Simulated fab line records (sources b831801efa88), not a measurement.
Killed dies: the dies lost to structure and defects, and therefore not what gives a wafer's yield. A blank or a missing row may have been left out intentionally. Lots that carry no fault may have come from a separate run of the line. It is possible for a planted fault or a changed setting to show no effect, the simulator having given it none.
fab line records	flow sky130
record: lots: 12	wafers: 36	last_day: 50
route steps=708 shown DNWELL@44 POLY_GATE@231 LOCAL_INTERCONNECT@389 PAD_OPEN@708
lots untouched by any fault: they come from a run of this same line in which no faults occurred
start_h: hours from the record's first day to the start of the lot's first wafer shown	wait_h: how many hours have passed since the lot's step before this one	" as in the row above	L1.1+2: several wafers, shown together as one row	- either no value or no given start	* or withheld: withheld	< > ~ a bound
route shown NAME@n: NAME is a module with steps in the file, n the number in the route of the first one	usual: mean/standard deviation of fault-free wafers	same: alike in all rows	chamber/n: place in a boat	sites: readings site by site	_std_site: the values' standard deviation	_edge_site: the outer-site mean with the inner-site mean subtracted	radius_mm: how far each site lies from the wafer's centre	mask NAME#n: copy n	behind: the last tool/chamber to shape the wafer	hold: why the lot was held/for how many hours/how that ended	device: whichever transistor did not switch (one of n, p or np)	end of line: tests run on the same wafers once the route is complete	for a step that has no rows: nothing shown but its recipe	killed: at the first sort, the dies lost to defects and structure; wafer yield is something else	map: per-die view of a wafer (x killed, . not killed, _ where there is no die)
set.NAME: the setting that was run; set.NAME@STEP: the one run at that earlier step	model.NAME: the simulator's own value behind a step, which no gauge read
one table for each step of the route and one row for each wafer, over a sample of lots
services: from which hour (start_h, from the record's first day; less than 0 if before it) a tool's chamber was out of use, for how many hours, and why
== steps ==
step: SKY_DNWELL_TW_MEAS_09
usual: DNWELL_TW: 1119/11
lot.wafer	tool	chamber	start_h	wait_h	DNWELL_TW
L805.3	film_metro-01	-	58.47	0.1	1133
L805.4	"	-	"	"	1128
L805.5	"	-	"	"	1132
L806.1	film_metro-03	-	63.48	0.1	1111
L806.3	"	-	"	"	1111
L806.5	"	-	"	"	1108
L808.2	film_metro-01	-	74.91	0.1	1119
L808.3	"	-	"	"	1115
L808.4	"	-	"	"	1124
L810.4	film_metro-04	-	87.64	0.1	1123
L810.5	"	-	"	"	1120
L810.6	"	-	"	"	1125
L813.4	film_metro-03	-	101.39	0.1	1103
L813.5	"	-	"	"	1102
L813.6	"	-	"	"	1102
L814.3	film_metro-03	-	105.62	0.1	1104
L814.4	"	-	"	"	1106
L814.6	"	-	"	"	1108
L816.1	film_metro-03	-	118.10	0.1	1106
L816.4	"	-	"	"	1108
L816.5	"	-	"	"	1105
L819.2	film_metro-04	-	133.96	0.1	1123
L819.3	"	-	"	"	1119
L819.5	"	-	"	"	1122
L821.1	film_metro-01	-	144.40	0.1	1120
L821.4	"	-	"	"	1122
L821.5	"	-	"	"	1113
L824.1	film_metro-04	-	160.82	0.1	1135
L824.2	"	-	"	"	1136
L824.4	"	-	"	"	1132
L826.3	film_metro-04	-	170.47	0.1	1126
L826.5	"	-	"	"	1119
L826.6	"	-	"	"	1128
L827.2	film_metro-01	-	175.46	0.1	1124
L827.4	"	-	"	"	1126
L827.5	"	-	"	"	1118
step: SKY_POLY_GATE_ETCH_17
recipe: target_depth_nm: 180	stop_on: SiO2	over_etch_frac: 0.56667	chemistry: HBr/Cl2	target: poly-Si	icp_w: 400	bias_w: 100	pressure_mtorr: 10	HBr_flow_sccm: 150	Cl2_flow_sccm: 50	time_s: 70.5
usual: bias_w: 100.06/0.3	drypump_motor_current_A: 5.6/0.52	oes_product_au: 0.983/0.0065	rf_fwd_power_W: 397.3/1.3	throttle_valve_pct: 33.686/0.0089
lot.wafer	tool	chamber	start_h	wait_h	bias_w	drypump_motor_current_A	oes_product_au	rf_fwd_power_W	rf_hours_counter_h	throttle_valve_pct
L806.1	rie_si-01	0	396.86	0.0	100.36	4.9	0.982	396.2	1	33.687
L806.3	"	2	"	"	100.70	5.6	0.979	398.2	5	33.698
L806.5	"	0	"	"	100.07	5.0	0.984	397.1	-	33.677
L805.3	rie_si-02	0	398.84	0.0	100.26	5.8	0.978	397.5	74	33.697
L805.4	"	1	"	"	100.06	5.8	0.979	397.9	1	33.680
L805.5	"	3	"	"	100.33	5.9	0.974	398.7	-	33.703
L808.2	rie_si-01	1	407.34	0.0	99.74	6.5	0.980	395.3	3	33.669
L808.3	"	2	"	"	99.61	5.6	0.980	397.0	5	33.695
L808.4	"	3	"	"	100.07	4.8	0.975	398.7	55	33.673
L810.4	rie_si-02	3	435.78	0.0	100.30	5.8	0.987	398.0	19	33.688
L810.5	"	1	"	"	99.24	5.8	0.988	397.9	-	33.697
L810.6	"	2	"	"	99.57	5.2	0.996	395.2	-	33.664
L813.4	rie_si-02	2	451.93	0.0	96.69	5.2	0.983	394.7	1	33.695
L813.5	"	3	"	"	96.71	5.8	0.987	397.9	-	33.685
L813.6	"	0	"	"	96.78	5.8	0.986	396.0	-	33.686
L814.3	rie_si-01	2	463.23	0.0	99.90	5.6	0.982	398.4	5	33.668
L814.4	"	3	"	"	100.06	4.8	0.978	399.3	55	33.684
L814.6	"	0	"	"	99.98	4.9	0.976	396.4	-	33.692
L816.1	rie_si-02	3	479.25	0.0	96.38	5.9	0.975	399.8	19	33.661
L816.4	"	1	"	"	96.14	5.7	0.983	397.3	1	33.675
L816.5	"	0	"	"	96.38	5.8	0.977	394.8	-	33.697
L819.2	rie_si-01	1	502.08	0.0	100.42	6.5	0.990	396.1	4	33.683
L819.3	"	2	"	"	99.72	5.6	0.988	397.2	6	33.686
L819.5	"	2	"	"	99.74	5.6	0.993	398.6	-	33.694
L821.1	rie_si-01	3	521.36	0.0	100.16	4.8	0.990	396.8	0	33.684
L821.4	"	0	"	"	99.99	5.0	0.986	397.5	2	33.687
L821.5	"	1	"	"	100.38	6.5	0.980	397.0	-	33.683
L824.1	rie_si-02	2	542.90	0.0	100.03	5.2	0.992	397.5	1	33.675
L824.2	"	0	"	"	100.01	5.8	0.991	396.6	1	33.695
L824.4	"	1	"	"	100.26	5.8	0.980	397.6	2	33.697
L826.3	rie_si-02	1	555.49	0.0	100.35	5.8	0.980	398.1	2	33.702
L826.5	"	1	"	"	100.11	5.8	0.978	395.8	-	33.687
L826.6	"	2	"	"	100.21	5.1	0.987	396.2	-	33.681
L827.2	rie_si-02	2	568.78	0.0	99.61	5.2	0.985	396.5	1	33.688
L827.4	"	3	"	"	99.61	5.9	0.988	397.3	19	33.697
L827.5	"	3	"	"	99.48	5.9	0.974	397.7	-	33.675
step: SKY_LOCAL_INTERCONNECT_THK_MEAS_02
recipe: thk_meas_gauge: xrf	reads: TiN_of_LOCAL_INTERCONNECT_SPUTTER_00
usual: LOCAL_INTERCONNECT_TIN_THK: 100.8/1.1
lot.wafer	tool	chamber	start_h	wait_h	LOCAL_INTERCONNECT_TIN_THK[nm]
L806.1	film_metro-02	-	703.34	0.1	99.4
L806.3	"	-	"	"	98.8
L806.5	"	-	"	"	98.7
L805.3	film_metro-04	-	706.01	0.1	101.0
L805.4	"	-	"	"	100.0
L805.5	"	-	"	"	100.2
L808.2	film_metro-04	-	713.90	0.1	101.8
L808.3	"	-	"	"	102.7
L808.4	"	-	"	"	101.6
L810.4	film_metro-04	-	737.03	0.1	101.8
L810.5	"	-	"	"	100.4
L810.6	"	-	"	"	100.7
L813.4	film_metro-02	-	748.84	0.1	98.9
L813.5	"	-	"	"	99.8
L813.6	"	-	"	"	99.0
L814.3	film_metro-03	-	761.28	0.1	102.1
L814.4	"	-	"	"	101.8
L814.6	"	-	"	"	102.1
L816.1	film_metro-04	-	776.41	0.1	100.8
L816.4	"	-	"	"	101.9
L816.5	"	-	"	"	101.0
L819.2	film_metro-04	-	796.41	0.1	102.9
L819.3	"	-	"	"	100.7
L819.5	"	-	"	"	101.8
L821.1	film_metro-02	-	812.04	0.1	100.9
L821.4	"	-	"	"	102.1
L821.5	"	-	"	"	100.7
L824.1	film_metro-02	-	829.51	0.1	101.2
L824.2	"	-	"	"	101.8
L824.4	"	-	"	"	101.7
L826.3	film_metro-03	-	842.06	0.1	100.0
L826.5	"	-	"	"	101.0
L826.6	"	-	"	"	100.0
L827.2	film_metro-04	-	854.22	0.1	100.4
L827.4	"	-	"	"	100.3
L827.5	"	-	"	"	100.7
step: SKY_LOCAL_INTERCONNECT_METAL_ETCH_14
recipe: target_depth_nm: 110	stop_on: PSG	chemistry: Cl2/BCl3	target: TiN	resist_sidewall_deg: 88	pressure_mtorr: 10	icp_w: 900	bias_w: 48.5	Cl2_flow_sccm: 60	bcl3_flow_sccm: 30	time_s: 31.4
usual: bias_w: 48.52/0.15	drypump_motor_current_A: 5.8/0.45	oes_product_au: 0.942/0.0074	rf_fwd_power_W: 892/3.7	throttle_valve_pct: 21.899/0.01
lot.wafer	tool	chamber	start_h	wait_h	bias_w	drypump_motor_current_A	oes_product_au	rf_fwd_power_W	rf_hours_counter_h	throttle_valve_pct
L806.1	rie_metal-04	1	731.59	0.0	48.48	6.0	0.937	885	2	21.899
L806.3	"	0	"	"	48.53	5.2	0.926	892	-	21.893
L806.5	"	0	"	"	48.52	5.2	0.931	889	-	21.919
L805.3	rie_metal-03	1	733.55	0.0	48.73	6.0	0.947	890	-	21.908
L805.4	"	0	"	"	48.60	6.5	0.927	895	-	21.904
L805.5	"	0	"	"	48.49	6.5	0.938	890	-	21.910
L808.2	rie_metal-03	1	741.29	0.0	48.66	6.1	0.953	888	2	21.900
L808.3	"	1	"	"	48.83	6.0	0.954	886	-	21.901
L808.4	"	0	"	"	48.72	6.5	0.955	895	-	21.899
L810.4	rie_metal-03	1	763.84	0.0	48.34	6.0	0.953	889	-	21.891
L810.5	"	1	"	"	48.57	6.0	0.942	883	-	21.902
L810.6	"	0	"	"	48.61	6.5	0.950	894	-	21.900
L813.4	rie_metal-02	1	775.80	0.0	48.49	5.4	0.920	892	-	21.906
L813.5	"	0	"	"	48.57	5.6	0.929	895	-	21.906
L813.6	"	1	"	"	48.24	5.4	0.936	898	-	21.917
L814.3	rie_metal-03	1	788.22	0.0	48.59	6.0	0.951	888	-	21.877
L814.4	"	0	"	"	48.43	6.6	0.952	892	-	21.913
L814.6	"	1	"	"	48.40	6.0	0.941	886	-	21.882
L816.1	rie_metal-04	0	802.68	0.0	48.53	5.2	0.939	894	9	21.904
L816.4	"	1	"	"	48.64	6.0	0.947	890	-	21.886
L816.5	"	0	"	"	48.62	5.2	0.949	894	-	21.886
L819.2	rie_metal-03	0	823.59	0.0	48.49	6.6	0.958	897	8	21.909
L819.3	"	0	"	"	48.38	6.6	0.948	896	-	21.900
L819.5	"	1	"	"	48.40	6.0	0.946	883	-	21.902
L821.1	rie_metal-04	0	838.89	0.0	48.76	5.2	0.950	894	10	21.878
L821.4	"	0	"	"	48.69	5.2	0.946	894	-	21.908
L821.5	"	0	"	"	48.80	5.2	0.941	893	-	21.903
L824.1	rie_metal-02	1	855.59	0.0	48.60	5.3	0.939	897	3	21.913
L824.2	"	0	"	"	48.57	5.6	0.946	894	2	21.905
L824.4	"	1	"	"	48.55	5.3	0.947	891	-	21.895
L826.3	rie_metal-03	0	867.62	0.0	48.41	6.5	0.942	897	-	21.900
L826.5	"	0	"	"	48.38	6.5	0.936	898	-	21.896
L826.6	"	1	"	"	48.39	6.0	0.938	892	-	21.888
L827.2	rie_metal-03	1	879.94	0.0	48.52	6.0	0.934	885	7	21.910
L827.4	"	0	"	"	48.72	6.5	0.942	895	-	21.914
L827.5	"	0	"	"	48.44	6.6	0.940	891	-	21.916
step: SKY_PAD_OPEN_PROBE_99
usual: killed_at_M0_to_M3: 44/7.4	killed_at_M4_up: 3.1/1.8	killed_at_contacts: 24/5.6	killed_at_front_end: 15/4.9	killed_at_other: 0.4/0.59	killed_dies: 87/9.8	killed_open: 47/7.2	killed_short: 39/6.8
same: gross_dies: 492	killed_at_back_side: 0
lot.wafer	tool	chamber	start_h	wait_h	killed_at_M0_to_M3	killed_at_M4_up	killed_at_contacts	killed_at_front_end	killed_at_other	killed_dies	killed_open	killed_short
L808.2	prober-02	-	1103.18	0.1	25	3	29	14	0	71	37	33
L808.3	prober-02	-	1103.23	0.2	42	4	22	21	0	89	43	46
L808.4	prober-02	-	1103.28	0.2	29	1	29	9	0	68	34	34
L821.1	prober-02	-	1173.54	0.1	38	2	21	13	0	74	41	33
L821.4	prober-02	-	1173.69	0.2	41	3	18	13	0	75	43	32
L821.5	prober-02	-	1173.74	0.2	47	1	27	16	0	91	52	39
killed by level:class
L808.2 CONTACT:geometric_particle:open=7 LOCAL_INTERCONNECT:geometric_particle:short=7 POLY_GATE:geometric_particle:open=6 LI_CONTACT:geometric_particle:open=6 METAL1:geometric_particle:short=5 CONTACT:geometric_particle:short=4 FIELD_ISO:geometric_particle:short=3 LI_CONTACT:geometric_particle:short=3
L808.3 VIA3:geometric_particle:open=11 VIA2:geometric_particle:open=7 LI_CONTACT:geometric_particle:open=6 VIA1:geometric_particle:open=6 METAL2:geometric_particle:short=6 LOCAL_INTERCONNECT:geometric_particle:short=5 CONTACT:geometric_particle:short=5 VIA2:geometric_particle:short=5
L808.4 CONTACT:geometric_particle:open=10 LI_CONTACT:geometric_particle:open=6 METAL2:geometric_particle:short=6 VIA2:geometric_particle:open=6 LOCAL_INTERCONNECT:geometric_particle:short=5 CONTACT:geometric_particle:short=5 POLY_GATE:geometric_particle:short=4 VIA3:geometric_particle:open=4
L821.1 VIA2:geometric_particle:open=10 CONTACT:geometric_particle:open=9 CONTACT:geometric_particle:short=7 METAL1:geometric_particle:short=5 VIA3:geometric_particle:open=5 FIELD_ISO:geometric_particle:open=4 LI_CONTACT:geometric_particle:open=4 VIA3:geometric_particle:short=4
L821.4 VIA1:geometric_particle:open=9 LI_CONTACT:geometric_particle:open=8 VIA3:geometric_particle:open=7 VIA2:geometric_particle:open=6 METAL2:geometric_particle:short=5 VIA3:geometric_particle:short=5 FIELD_ISO:geometric_particle:open=4 CONTACT:geometric_particle:open=4
L821.5 VIA1:geometric_particle:open=11 VIA2:geometric_particle:open=11 CONTACT:geometric_particle:open=10 METAL2:geometric_particle:short=7 CONTACT:geometric_particle:short=6 FIELD_ISO:geometric_particle:short=5 FIELD_ISO:geometric_particle:open=5 LOCAL_INTERCONNECT:geometric_particle:short=5
== services ==
tool	chamber	start_h	hours	kind
rie_metal-03	-	416.06	0.5	repair
rie_metal-02	-	424.56	1.2	repair
rie_si-01	1	439.91	16.3	repair
rie_metal-04	-	452.88	0.5	repair
rie_si-02	0	457.56	2.2	repair
rie_metal-04	1	468.83	3.6	repair
rie_si-01	3	480.01	14.6	repair
rie_metal-03	-	490.86	1.6	repair
rie_si-01	2	493.75	3.8	repair
rie_si-02	2	516.30	4.4	repair
rie_si-02	2	577.31	3.9	repair
rie_si-02	2	584.23	1.0	repair
rie_metal-02	1	608.86	10.3	repair
rie_metal-04	-	616.00	0.7	repair
rie_si-02	3	616.25	6.4	repair
rie_metal-02	0	627.42	4.3	repair
rie_metal-04	1	637.44	8.2	repair
rie_metal-02	1	667.21	7.4	repair
rie_si-01	2	669.07	1.5	repair
rie_metal-02	-	748.00	0.7	repair
rie_si-01	2	758.60	5.7	repair
rie_si-02	0	765.93	6.8	repair
rie_metal-03	-	808.00	0.1	repair
rie_si-02	-	822.21	2.8	pm
== key ==
first_sign: step: SKY_POLY_GATE_ETCH_17	reading: bias_w	direction: down	sigmas: 12	usual: 100.06	struck: 96.51
effect none on later readings
met_at SKY_POLY_GATE_ETCH_17
struck_lots L813,L816
tester_left_out L813,L816
not_acting_at SKY_DNWELL_TW_MEAS_09,SKY_LOCAL_INTERCONNECT_THK_MEAS_02,SKY_LOCAL_INTERCONNECT_METAL_ETCH_14
onset_between 435.78 451.93
fault: kind: process_parameter_drift	tool: rie_si-02	chamber: -	onset_h: 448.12	steps: SKY_POLY_GATE_ETCH_17	channel: bias_w	offset: -3.4313	shape: step	end_h: 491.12	acts_in: these_recipes_only	stated: 100
tester_left_out: of these lots the tester's yield and bins aren't shown, on N5 and GAA mostly nor the transistor test; their killed dies are dies lost to structure and defects alone, not to doping, threshold or leakage, so they don't give the yield
